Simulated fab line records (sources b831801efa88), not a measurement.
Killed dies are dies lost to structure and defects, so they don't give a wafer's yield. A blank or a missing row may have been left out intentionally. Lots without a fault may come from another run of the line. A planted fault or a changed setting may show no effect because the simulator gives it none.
Struck lot and sound lot, side by side || flow sky130 || 17 out of 708 route steps
Sound: these wafers, L785.1, L785.4, L785.5. Wafers struck: L780.1, L780.2, L780.4. The cause is named last.
At each step with rows: each side's tool, then ch and its chambers, then its first start. Under that, the readings that differ: sound wafers || struck wafers || difference of the means || sigmas: that difference in standard deviations of wafers without a fault.
alike: same words and numbers on both sides, and readings whose means sit less than 2 such deviations apart. not compared: any withheld reading, any reading some wafer has no value for, any bound like >300 that may hide the same value, and any number with overlapping values for which the record gives no deviation.
Wherever a step has rows on one side only, a row that says differs or no value, or a row with sigmas, the two part there. When numbers do not overlap yet have no deviation, they are printed without sigmas and do not part them. A reading that every wafer of one side lacks parts them only if that side has two wafers or more.

first, 1 step without rows for these wafers: SKY_VT_ADJUST_PCH_IMPLANT_08.
SKY_VT_ADJUST_PCH_STRIP_09: strips in O2/N2.
  sound on plasma_asher-03 ch 0, day 16 14:34; struck on plasma_asher-02 ch 0,1, day 14 13:37
  alike: drypump_motor_current_A, oes_product_au, strip_time_to_endpoint_s
  not compared: rf_hours_counter_h
SKY_VT_ADJUST_PCH_TW_MEAS_10:
  struck on film_metro-02, day 14 13:43; sound on film_metro-01, day 16 14:40
  alike: VT_ADJUST_PCH_TW
then, 7 steps without rows for these wafers: SKY_SONOS_TUNNEL_DEHYDRATE_00 (time 60 s); SKY_SONOS_TUNNEL_HMDS_01 (prime time 60 s); SKY_SONOS_TUNNEL_COAT_02 (resist thk 1140 nm); SKY_SONOS_TUNNEL_SOFTBAKE_03 (time 60 s); SKY_SONOS_TUNNEL_EXPOSE_04 (exposes mask TUNM, target cd 410 nm); SKY_SONOS_TUNNEL_PEB_05; SKY_SONOS_TUNNEL_DEVELOP_06 (develop time 60 s).
SKY_SONOS_TUNNEL_CD_MEAS_07: target cd 410 nm.
  struck on cd_sem-02, day 15 15:41; sound on cd_sem-02, day 17 19:43
  alike: cd_nm
SKY_SONOS_TUNNEL_OVL_MEAS_08:
  struck on overlay-02, day 15 15:49; sound on overlay-02, day 17 19:50
  alike: SONOS_TUNNEL_OVL
SKY_SONOS_TUNNEL_IMPLANT_09:
  struck on implanter-02, day 15 15:51; sound on implanter-02 ch 0, day 17 19:53
  no value came back on the struck wafers for beam_energy_keV, beam_on_s (s); on the sound wafers beam_energy_keV reads 20.001 19.998 19.993
then, 2 steps without rows for these wafers: SKY_SONOS_TUNNEL_WET_ETCH_10 (etches SiO2 in dHF, target depth 14 nm, time 280 s); SKY_SONOS_TUNNEL_STRIP_11 (strips in SPM, time 600 s).
SKY_SONOS_TUNNEL_TW_MEAS_12:
  struck on film_metro-02, day 15 16:16; sound on film_metro-04, day 17 20:17
{"reading": "SONOS_TUNNEL_TW", "sound": "197.2 197.3 197.1", "struck": "30.2 30.4 30.4", "difference": -166.9, "sigmas": -93}
then, 1 step without rows for these wafers: SKY_SONOS_TUNNEL_CLEAN_13 (cleans in dHF, time 20 s).

WHERE THEY PART
At SKY_SONOS_TUNNEL_IMPLANT_09 first; at SKY_SONOS_TUNNEL_TW_MEAS_12 last (within this record only).

WHY: what the simulator had put in
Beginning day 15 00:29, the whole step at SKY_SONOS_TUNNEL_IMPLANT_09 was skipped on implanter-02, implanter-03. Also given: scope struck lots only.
